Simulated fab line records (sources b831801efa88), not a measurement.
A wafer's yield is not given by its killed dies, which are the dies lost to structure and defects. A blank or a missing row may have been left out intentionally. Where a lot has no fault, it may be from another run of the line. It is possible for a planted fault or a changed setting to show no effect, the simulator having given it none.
Matching of chambers | flow gf180mcu | cmp-02 running GF_CONTACT_CMP_04: 4 sister chambers
The step polishes SiO2. 18 wafers are shown with their chamber, then 9 later ones without.

== WAFERS, EACH WITH ITS CHAMBER ==
wafer  | chamber | motorCurrentA (A) | timeToEndpointS (s) | retainingRingPressureFrac
L533.1 | 2       | 10.9              | 109                 | 0.997
L533.5 | 1       | 12.6              | 114                 | 0.999
L533.6 | 0       | 11.8              | 113                 | 0.985
L535.2 | 3       | 12.1              | 109                 | 0.998
L535.4 | 2       | 10.5              | 115                 | 1.009
L535.5 | 3       | 12.1              | 112                 | 1.000
L538.3 | 0       | 11.4              | 108                 | 0.996
L538.6 | 1       | 11.9              | 117                 | 1.006
L539.2 | 1       | 12.0              | 111                 | 0.992
L539.6 | 1       | 12.1              | 116                 | 1.000
L541.3 | 2       | 10.6              | 106                 | 1.001
L541.4 | 0       | 11.1              | 109                 | 0.997
L547.3 | 2       | 10.6              | 112                 | 1.003
L547.5 | 1       | 12.9              | 119                 | 1.002
L547.6 | 0       | 11.9              | 111                 | 1.000
L548.1 | 0       | 11.7              | 103                 | 0.999
L548.2 | 3       | 11.7              | 96                  | 0.996
L548.6 | 1       | 11.8              | 106                 | 0.986

SIGNATURES (averages over the wafers above)
reading                   | chamber 0 | chamber 1 | chamber 2 | chamber 3 | scatter within a chamber
motorCurrentA             | 11.580    | 12.217    | 10.650    | 11.967    | 0.335
timeToEndpointS           | 108.80    | 113.83    | 110.50    | 105.67    | 5.05
retainingRingPressureFrac | 0.99540   | 0.99750   | 1.00250   | 0.99800   | 0.00593
Rule: a wafer lies at a distance from a chamber equal to the root of the sum of squares, over the readings, of (its reading less the chamber's mean, divided by the reading's scatter). The wafer belongs to the nearest chamber; if the next one is less than 2 further off, it can't be placed. The scatter: take each reading less its chamber's mean, square it, sum over the shown wafers, divide by the number of wafers less the number of chambers, and take the root.

== WAFERS WHOSE CHAMBER IS MISSING ==
wafer  | motorCurrentA (A) | timeToEndpointS (s) | retainingRingPressureFrac
L549.1 | 11.4              | 106                 | 0.998
L549.2 | 11.9              | 100                 | 0.993
L549.4 | 10.7              | 111                 | 0.999
L552.1 | 12.3              | 96                  | 1.010
L552.2 | 10.6              | 100                 | 1.002
L552.6 | 11.5              | 104                 | 1.006
L553.1 | 12.3              | 98                  | 1.002
L553.2 | 10.3              | 100                 | 1.003
L553.4 | 11.7              | 99                  | 0.991

== THE CHAMBER EACH PASSED THROUGH ==
wafer  | from the rows above               | in truth
L549.1 | can't be placed: 0 or 3 or 2      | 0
L549.2 | can't be placed: 3 or 0 or 1      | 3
L549.4 | 2                                 | 2
L552.1 | can't be placed: 3 or 1 or 0      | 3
L552.2 | can't be placed: 2 or 0           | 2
L552.6 | can't be placed: 3 or 0 or 2 or 1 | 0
L553.1 | can't be placed: 3 or 0 or 1      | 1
L553.2 | 2                                 | 2
L553.4 | can't be placed: 3 or 0 or 1      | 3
2 of 9 placed correctly. Cannot be placed on the basis of these rows: 7; the candidates contain the true chamber in 7. Number placed wrongly: 0.
